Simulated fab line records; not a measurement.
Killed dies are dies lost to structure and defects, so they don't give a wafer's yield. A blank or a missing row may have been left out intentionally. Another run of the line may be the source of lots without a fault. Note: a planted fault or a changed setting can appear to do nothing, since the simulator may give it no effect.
fab line records | flow sfqLine
record: lots: 5 wafers: 15 lastDay: 80
route steps=325 shown I0@47 M1@58 I1@73 M2@88 M8@325
lots with no fault: from the same line, run without faults
startH: the number of hours between the record's first day and the start of the first shown wafer of the lot | waitH: time in hours since the lot's previous step | " identical to the entry in the row above | L1.1+2: a single row standing in for several wafers | - no value present, or no start provided | * or withheld: withheld | < > ~ a bound
route shown NAME@n: NAME is a module with steps in the file, n the number in the route of the first one | usual: average and standard deviation across the fault-free wafers | same: alike in all rows | chamber/n: place in a boat | sites: per-site readings | _std_site: standard deviation across them | _edge_site: outer sites' mean less inner sites' | radiusMm: how far each site lies from the wafer's centre | mask NAME#n: copy n | behind: tool/chamber where the wafer was last shaped | hold: why the lot went on hold/how many hours it stayed there/how the hold came to an end | device: which transistor (n, p or np) failed to switch | end of line: the route-end tests of the same wafers | for a step that has no rows: nothing shown but its recipe | killed: dies lost to structure and defects at the first sort, not the wafer's yield | map: a wafer's dies, marking killed ones x, the rest . and places with no die _
set.NAME: the setting that was run; set.NAME@STEP: the one run at that earlier step | model.NAME: the simulator's own value behind a step, which no gauge read
lots seen at some steps along the route; tables by step, rows by wafer
services: from which hour (startH, from the record's first day; less than 0 if before it) a tool's chamber was out of use, for how many hours, and why
== steps ==
step: SFQ_TRILAYER_I0_VIA_LITHO_COAT_036
recipe: resist: BARC spinRpm: 3000 resistThkNm: 62
step: SFQ_TRILAYER_I0_VIA_LITHO_COAT_031
recipe: resist: KrF spinRpm: 3000 resistThkNm: 650
step: SFQ_TRILAYER_I0_VIA_LITHO_SOFTBAKE_035
recipe: tempC: withheld timeS: withheld resist: KrF
step: SFQ_TRILAYER_I0_VIA_LITHO_EXPOSE_032
recipe: maskId: I0 na: 0.6 sourceShape: conventional sigmaOuter: 0.65 targetCdNm: 500 doseMj: 21.3
step: SFQ_TRILAYER_I0_VIA_LITHO_PEB_034
recipe: pebTempC: 115 pebTimeS: 60 resist: KrF
step: SFQ_TRILAYER_I0_VIA_LITHO_DEVELOP_033
recipe: timeS: 60 resist: KrF
step: SFQ_I0_OVL_MEAS_908
usual: I0_OVL: 0/6.7
columns lot.wafer tool chamber startH waitH I0_OVL[nm]
L238.3 overlay-02 - 235.42 0.1 0
L238.4 " - " " -2
L238.6 " - " " 1
L241.3 overlay-02 - 262.92 0.1 2
L241.5 " - " " 3
L241.6 " - " " 0
L253.2 overlay-01 - 351.22 0.1 -4
L253.3 " - " " 8
L253.5 " - " " 2
L254.1 overlay-01 - 358.41 0.1 7
L254.4 " - " " 3
L254.6 " - " " -1
L258.2 overlay-01 - 388.84 0.1 -13
L258.4 " - " " -1
L258.6 " - " " -6
step: SFQ_TRILAYER_I0_VIA_BARC_OPEN_VIA_ETCH_046
recipe: maskMaterial: PR chemistry: O2 targetDepthNm: 125 target: BARC sourceW: 500 biasW: 80 pressureMtorr: 30 timeS: 41.7
step: SFQ_TRILAYER_I0_VIA_ETCH_VIA_ETCH_034
recipe: target: SiO2 stopOn: Nb maskMaterial: PR taperDeg: 20 chemistry: CHF3 targetDepthNm: 260 sourceW: 500 biasW: 80 pressureMtorr: 30 timeS: withheld
step: SFQ_TRILAYER_I0_VIA_STRIP_STRIP_035
recipe: gas: O2 powerW: 200 platenTempC: 40 overashFraction: 0.65 chemistry: O2 pressureMtorr: 50
step: SFQ_TRILAYER_I0_VIA_STRIP_SOLV_CLEAN_036
recipe: chemistry: NMP tempC: 70 timeS: 600
step: SFQ_TRILAYER_M1_DEP_PRE_CLEAN_038
recipe: gas: Ar timeS: 22.5 biasV: 250
step: SFQ_TRILAYER_M1_DEP_SPUTTER_037
recipe: material: Nb basePressurePa: 1.33e-06 chamberPressurePa: 0.1333 substrateTempC: 20 resputterCathodeVoltageV: 400 targetThkNm: 200 powerW: 2000 timeS: 133.3
usual: throttleValvePct: 29.8/1.1
columns lot.wafer tool chamber startH waitH throttleValvePct model.Nb_of_TRILAYER_M1_DEP_SPUTTER_037.thkNm
L238.3 pvdSputter-06 - 236.40 0.0 29.3 197.1
L238.4 " - " " 31.0 201.8
L238.6 " - " " 31.1 201.1
L241.3 pvdSputter-06 - 263.90 0.0 31.1 203.3
L241.5 " - " " 28.0 345.1
L241.6 " - " " 28.7 201.3
L253.2 pvdSputter-04 - 352.21 0.0 30.1 197.1
L253.3 " - " " 31.2 200.4
L253.5 " - " " 30.1 197.8
L254.1 pvdSputter-06 - 360.01 0.0 28.5 203.8
L254.4 " - " " 28.6 205.3
L254.6 " - " " 28.4 203.4
L258.2 pvdSputter-04 - 389.83 0.0 31.1 195.8
L258.4 " - " " 30.4 192.4
L258.6 " - " " 31.4 195.4
step: SFQ_M1_RS_MEAS_909
recipe: thkMeasGauge: four-point-probe reads: Nb_of_TRILAYER_M1_DEP_SPUTTER_037
usual: M1_NB_RS: 0.887/0.013
columns lot.wafer tool chamber startH waitH hold M1_NB_RS[ohm/sq]
L238.3 filmMetro-02 - 236.53 0.1 - 0.899
L238.4 " - " " - 0.881
L238.6 " - " " - 0.883
L241.3 filmMetro-02 - 264.03 0.1 awaitDispo/0.2h/release 0.874
L241.5 " - " " awaitDispo/0.2h/release 0.511
L241.6 " - " " awaitDispo/0.2h/release 0.882
L241.3 filmMetro-02 - 264.32 0.3 - 0.872
L241.5 " - " " - 0.513
L241.6 " - " " - 0.883
L253.2 filmMetro-04 - 352.32 0.1 - 0.905
L253.3 " - " " - 0.886
L253.5 " - " " - 0.901
L254.1 filmMetro-02 - 360.10 0.0 - 0.869
L254.4 " - " " - 0.864
L254.6 " - " " - 0.873
L258.2 filmMetro-01 - 389.94 0.1 - 0.911
L258.4 " - " " - 0.924
L258.6 " - " " - 0.913
step: SFQ_TRILAYER_M1_LITHO_COAT_039
recipe: resist: KrF spinRpm: 3000 resistThkNm: 600
step: SFQ_TRILAYER_M1_LITHO_SOFTBAKE_043
recipe: tempC: withheld timeS: withheld resist: KrF
step: SFQ_TRILAYER_M1_LITHO_EXPOSE_040
recipe: maskId: M1 na: 0.6 sourceShape: conventional sigmaOuter: 0.65 targetCdNm: 500 doseMj: 14.4
step: SFQ_TRILAYER_M1_LITHO_PEB_042
recipe: pebTempC: 115 pebTimeS: 60 resist: KrF
step: SFQ_TRILAYER_M1_LITHO_DEVELOP_041
recipe: timeS: 60 resist: KrF
step: SFQ_M1_OVL_MEAS_911
usual: M1_OVL: 1/5.2
columns lot.wafer tool chamber startH waitH M1_OVL[nm]
L238.3 overlay-01 - 294.83 0.1 0
L238.4 " - " " 6
L238.6 " - " " -2
L241.3 overlay-01 - 322.43 0.1 0
L241.5 " - " " 3
L241.6 " - " " 8
L253.2 overlay-01 - 413.84 0.1 4
L253.3 " - " " -3
L253.5 " - " " -5
L254.1 overlay-01 - 422.34 0.1 6
L254.4 " - " " 0
L254.6 " - " " 2
L258.2 overlay-02 - 454.74 0.1 -5
L258.4 " - " " -6
L258.6 " - " " -3
step: SFQ_TRILAYER_M1_BARC_OPEN_METAL_ETCH_054
recipe: maskMaterial: PR chemistry: O2 targetDepthNm: 125 target: BARC icpW: 600 biasW: 80 pressureMtorr: 10 timeS: 41.7
usual: drypumpMotorCurrentA: 5.16/0.19 oesProductAu: 0.685/0.0044
columns lot.wafer tool chamber startH waitH drypumpMotorCurrentA oesProductAu rfHoursCounterH
L238.3 rieMetal-04 0 294.89 0.1 5.06 0.686 -
L238.4 " 0 " " 5.07 0.688 -
L238.6 " 0 " " 5.07 0.681 -
L241.3 rieMetal-01 1 322.47 0.0 5.15 0.688 -
L241.5 " 1 " " 5.15 0.681 -
L241.6 " 0 " " 5.06 0.683 -
L253.2 rieMetal-04 1 413.89 0.0 4.87 0.685 -
L253.3 " 1 " " 4.88 0.680 -
L253.5 " 1 " " 4.89 0.684 -
L254.1 rieMetal-03 1 422.37 0.0 5.40 0.684 156
L254.4 " 1 " " 5.42 0.686 -
L254.6 " 1 " " 5.43 0.690 -
L258.2 rieMetal-03 1 454.77 0.0 5.41 0.687 162
L258.4 " 0 " " 5.31 0.679 -
L258.6 " 0 " " 5.29 0.688 -
step: SFQ_TRILAYER_M1_ETCH_METAL_ETCH_042
recipe: target: Nb stopOn: SiO2 maskMaterial: PR chemistry: Cl2/Ar targetDepthNm: 240 icpW: 600 biasW: 80 pressureMtorr: 10 timeS: 120
usual: drypumpMotorCurrentA: 5.16/0.19 oesProductAu: 0.895/0.0081
columns lot.wafer tool chamber startH waitH drypumpMotorCurrentA oesProductAu rfHoursCounterH
L238.3 rieMetal-04 0 295.05 0.1 5.06 0.881 -
L238.4 " 0 " " 5.06 0.897 -
L238.6 " 0 " " 5.08 0.891 -
L241.3 rieMetal-01 1 322.55 0.1 5.16 0.903 -
L241.5 " 1 " " 5.18 1.020 -
L241.6 " 0 " " 5.07 0.892 -
L253.2 rieMetal-04 1 414.03 0.1 4.89 0.880 -
L253.3 " 1 " " 4.90 0.900 -
L253.5 " 1 " " 4.90 0.880 -
L254.1 rieMetal-03 1 422.43 0.0 5.42 0.899 156
L254.4 " 1 " " 5.41 0.903 -
L254.6 " 1 " " 5.42 0.896 -
L258.2 rieMetal-03 1 454.83 0.0 5.42 0.878 162
L258.4 " 0 " " 5.32 0.874 -
L258.6 " 0 " " 5.28 0.880 -
step: SFQ_TRILAYER_M1_STRIP_STRIP_043
recipe: gas: O2 powerW: 200 platenTempC: 40 overashFraction: 0.65 chemistry: O2 pressureMtorr: 50
usual: drypumpMotorCurrentA: 5.16/0.19 oesProductAu: 1.006/0.011
columns lot.wafer tool chamber startH waitH drypumpMotorCurrentA oesProductAu rfHoursCounterH
L238.3 rieMetal-04 0 295.62 0.5 5.06 1.013 -
L238.4 " 0 " " 5.06 1.005 -
L238.6 " 0 " " 5.06 1.007 -
L241.3 rieMetal-01 1 322.83 0.2 5.14 1.028 -
L241.5 " 1 " " 5.15 1.033 -
L241.6 " 0 " " 5.05 1.007 -
L253.2 rieMetal-04 1 414.44 0.4 4.87 1.006 -
L253.3 " 1 " " 4.86 0.988 -
L253.5 " 1 " " 4.90 1.003 -
L254.1 rieMetal-03 1 422.56 0.1 5.40 1.003 156
L254.4 " 1 " " 5.42 1.011 -
L254.6 " 1 " " 5.42 1.019 -
L258.2 rieMetal-03 1 454.96 0.1 5.42 1.008 162
L258.4 " 0 " " 5.30 1.000 -
L258.6 " 0 " " 5.29 1.002 -
step: SFQ_TRILAYER_M1_STRIP_SOLV_CLEAN_044
recipe: chemistry: NMP tempC: 70 timeS: 600
step: SFQ_TRILAYER_I1_DEP_PECVD_045
recipe: material: SiO2 tempC: 150 timeS: 111.11 pressureTorr: 2.4 rfW: 183.3 precursor: SiH4/N2O targetThkNm: 500
usual: heaterPowerW: 79/14 throttleValvePct: 24.5/1.5
columns lot.wafer tool chamber startH waitH heaterPowerW throttleValvePct
L238.3 pecvd-04 1 296.63 0.0 104 24.5
L238.4 " 0 " " 68 25.6
L238.6 " 1 " " 107 24.5
L241.3 pecvd-01 2 323.58 0.0 78 23.3
L241.5 " 2 " " 79 23.0
L241.6 " 0 " " 82 23.4
L253.2 pecvd-04 1 415.62 0.0 108 24.8
L253.3 " 2 " " 77 24.7
L253.5 " 2 " " 78 24.7
L254.1 pecvd-04 0 423.35 0.0 73 26.0
L254.4 " 1 " " 109 24.6
L254.6 " 0 " " 73 26.2
L258.2 pecvd-04 1 455.73 0.0 114 25.0
L258.4 " 1 " " 115 24.8
L258.6 " 0 " " 81 26.1
step: SFQ_TRILAYER_I1_CMP_CMP_046
recipe: material: SiO2 downForcePsi: 3 platenRpm: 60 padVelocityMS: 0.94248
step: SFQ_I1_BOW_MEAS_912
recipe: mode: bow
usual: I1_BOW: 4/7.8
columns lot.wafer tool chamber startH waitH I1_BOW[um]
L238.3 filmMetro-03 - 306.02 2.5 2
L238.4 " - " " 3
L238.6 " - " " 15
L241.3 filmMetro-04 - 330.02 1.0 10
L241.5 " - " " -11
L241.6 " - " " -3
L253.2 filmMetro-03 - 419.45 1.5 -17
L253.3 " - " " -2
L253.5 " - " " 2
L254.1 filmMetro-02 - 436.61 1.5 6
L254.4 " - " " -10
L254.6 " - " " 3
L258.2 filmMetro-02 - 463.63 2.5 7
L258.4 " - " " 9
L258.6 " - " " 19
step: SFQ_TRILAYER_I1_METRO_MEASURE_047
step: SFQ_TRILAYER_I1_VIA_LITHO_COAT_054
recipe: resist: BARC spinRpm: 3000 resistThkNm: 62
step: SFQ_TRILAYER_I1_VIA_LITHO_COAT_049
recipe: resist: KrF spinRpm: 3000 resistThkNm: 650
step: SFQ_TRILAYER_I1_VIA_LITHO_SOFTBAKE_053
recipe: tempC: withheld timeS: withheld resist: KrF
step: SFQ_TRILAYER_I1_VIA_LITHO_EXPOSE_050
recipe: maskId: I1 na: 0.6 sourceShape: conventional sigmaOuter: 0.65 targetCdNm: 500 doseMj: 21.3
step: SFQ_TRILAYER_I1_VIA_LITHO_PEB_052
recipe: pebTempC: 115 pebTimeS: 60 resist: KrF
step: SFQ_TRILAYER_I1_VIA_LITHO_DEVELOP_051
recipe: timeS: 60 resist: KrF
step: SFQ_I1_OVL_MEAS_913
usual: I1_OVL: -2/5.5
columns lot.wafer tool chamber startH waitH I1_OVL[nm]
L238.3 overlay-01 - 366.83 0.1 2
L238.4 " - " " 5
L238.6 " - " " 3
L241.3 overlay-02 - 392.45 0.1 5
L241.5 " - " " 8
L241.6 " - " " 7
L253.2 overlay-02 - 486.69 0.1 -7
L253.3 " - " " -9
L253.5 " - " " -13
L254.1 overlay-02 - 501.09 0.1 -5
L254.4 " - " " -7
L254.6 " - " " -11
L258.2 overlay-01 - 527.02 0.1 -5
L258.4 " - " " -3
L258.6 " - " " -4
step: SFQ_TRILAYER_I1_VIA_BARC_OPEN_VIA_ETCH_071
recipe: maskMaterial: PR chemistry: O2 targetDepthNm: 125 target: BARC sourceW: 500 biasW: 80 pressureMtorr: 30 timeS: 41.7
usual: drypumpMotorCurrentA: 5.6/0.41 oesProductAu: 0.685/0.0047
columns lot.wafer tool chamber startH waitH drypumpMotorCurrentA oesProductAu rfHoursCounterH
L238.3 rieDiel-04 2 366.85 0.0 6.0 0.681 9
L238.4 " 0 " " 5.7 0.679 -
L238.6 " 2 " " 6.0 0.686 -
L241.3 rieDiel-03 1 392.47 0.0 5.4 0.683 2
L241.5 " 1 " " 5.4 0.679 -
L241.6 " 2 " " 5.7 0.678 -
L253.2 rieDiel-02 2 486.72 0.0 5.8 0.682 85
L253.3 " 1 " " 5.4 0.693 5
L253.5 " 3 " " 5.8 0.684 -
L254.1 rieDiel-02 1 501.12 0.0 5.4 0.688 5
L254.4 " 0 " " 6.0 0.684 11
L254.6 " 2 " " 5.8 0.681 -
L258.2 rieDiel-04 1 527.05 0.0 6.6 0.687 44
L258.4 " 2 " " 6.0 0.682 12
L258.6 " 0 " " 5.7 0.685 -
step: SFQ_TRILAYER_I1_VIA_ETCH_VIA_ETCH_052
recipe: target: SiO2 stopOn: Nb maskMaterial: PR taperDeg: 20 chemistry: CHF3 targetDepthNm: 260 sourceW: 500 biasW: 80 pressureMtorr: 30 timeS: withheld
usual: drypumpMotorCurrentA: 5.6/0.41 oesProductAu: 0.855/0.0053
columns lot.wafer tool chamber startH waitH drypumpMotorCurrentA oesProductAu
L238.3 rieDiel-04 2 366.89 0.0 6.0 0.849
L238.4 " 0 " " 5.7 0.857
L238.6 " 2 " " 6.0 0.849
L241.3 rieDiel-03 1 392.51 0.0 5.4 0.860
L241.5 " 1 " " 5.4 0.853
L241.6 " 2 " " 5.7 0.856
L253.2 rieDiel-02 2 486.76 0.0 5.8 0.860
L253.3 " 1 " " 5.4 0.858
L253.5 " 3 " " 5.8 0.855
L254.1 rieDiel-02 1 501.16 0.0 5.4 0.849
L254.4 " 0 " " 6.1 0.851
L254.6 " 2 " " 5.8 0.846
L258.2 rieDiel-04 1 527.09 0.0 6.6 0.848
L258.4 " 2 " " 6.0 0.860
L258.6 " 0 " " 5.7 0.859
step: SFQ_TRILAYER_I1_VIA_STRIP_STRIP_053
recipe: gas: O2 powerW: 200 platenTempC: 40 overashFraction: 0.65 chemistry: O2 pressureMtorr: 50
step: SFQ_TRILAYER_I1_VIA_STRIP_SOLV_CLEAN_054
recipe: chemistry: NMP tempC: 70 timeS: 600
step: SFQ_TRILAYER_M2_DEP_PRE_CLEAN_056
recipe: gas: Ar timeS: 22.5 biasV: 250
step: SFQ_M8_BOW_MEAS_951
recipe: mode: bow
usual: M8_BOW: 12/12
columns lot.wafer tool chamber startH waitH M8_BOW[um] model.etest.m1.combLog10Ohm model.etest.m1.ohmSq
L238.3 filmMetro-03 - 1833.84 0.0 7 12 0.9023
L238.4 " - " " 9 12 0.8811
L238.6 " - " " 19 12 0.8842
L241.3 filmMetro-01 - 1855.06 0.0 24 12 0.8744
L241.5 " - " " 3 0 0.5153
L241.6 " - " " 10 12 0.8835
L253.2 filmMetro-02 - 1900.64 0.0 -13 12 0.9023
L253.3 " - " " -1 12 0.8872
L253.5 " - " " 4 12 0.899
L254.1 filmMetro-03 - 1903.02 0.0 26 12 0.8723
L254.4 " - " " 10 12 0.8662
L254.6 " - " " 22 12 0.8742
L258.2 filmMetro-03 - 1917.44 0.0 17 12 0.9083
L258.4 " - " " 18 12 0.9241
L258.6 " - " " 28 12 0.9101
== services ==
columns tool chamber startH hours kind
rieDiel-04 - 212.85 0.2 repair
rieDiel-02 - 239.45 0.4 repair
rieDiel-02 - 241.22 2.8 pm
rieDiel-04 2 251.28 5.1 repair
rieDiel-02 3 260.35 9.0 repair
rieMetal-04 - 271.44 0.1 repair
rieDiel-04 0 274.71 7.4 repair
pecvd-04 0 280.40 10.4 repair
rieDiel-04 0 286.19 10.9 repair
pecvd-04 2 286.73 13.4 repair
rieDiel-04 - 287.09 0.8 repair
rieDiel-04 1 303.30 36.5 repair
rieDiel-04 - 314.66 1.0 repair
rieMetal-03 - 325.92 2.1 repair
rieDiel-04 - 332.86 0.4 repair
rieDiel-02 1 333.70 1.8 repair
rieMetal-03 - 355.40 0.2 repair
rieDiel-04 1 360.34 26.8 repair
pecvd-04 - 389.95 2.8 pm
rieDiel-04 1 394.75 9.5 repair
rieMetal-04 0 409.70 9.2 repair
rieMetal-04 - 477.13 2.8 pm
rieMetal-04 - 485.14 14.6 pm
rieMetal-03 - 502.13 0.9 repair
== key ==
firstSign: step: SFQ_M1_RS_MEAS_909 reading: visit direction: added
effect: step: SFQ_M1_RS_MEAS_909 reading: M1_NB_RS direction: down sigmas: 28 usual: 0.887 struck: 0.511
effect: step: SFQ_TRILAYER_M1_ETCH_METAL_ETCH_042 reading: oesProductAu direction: up sigmas: 15 usual: 0.895 struck: 1.020
modelEffect: step: SFQ_TRILAYER_M1_DEP_SPUTTER_037 value: Nb_of_TRILAYER_M1_DEP_SPUTTER_037.thkNm without: 201 struck: 345.1
modelEffect: step: SFQ_M8_BOW_MEAS_951 value: etest.m1.combLog10Ohm without: 12 struck: 0
metAt SFQ_TRILAYER_M1_DEP_SPUTTER_037
struckWafers L241.5
fault: kind: processParameterDrift tool: pvdSputter-06 chamber: - onsetH: 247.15 steps: SFQ_TRILAYER_M1_DEP_SPUTTER_037 channel: timeS offset: * shape: step endH: 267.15 actsIn: * stated: * scope: struckWafersOnly
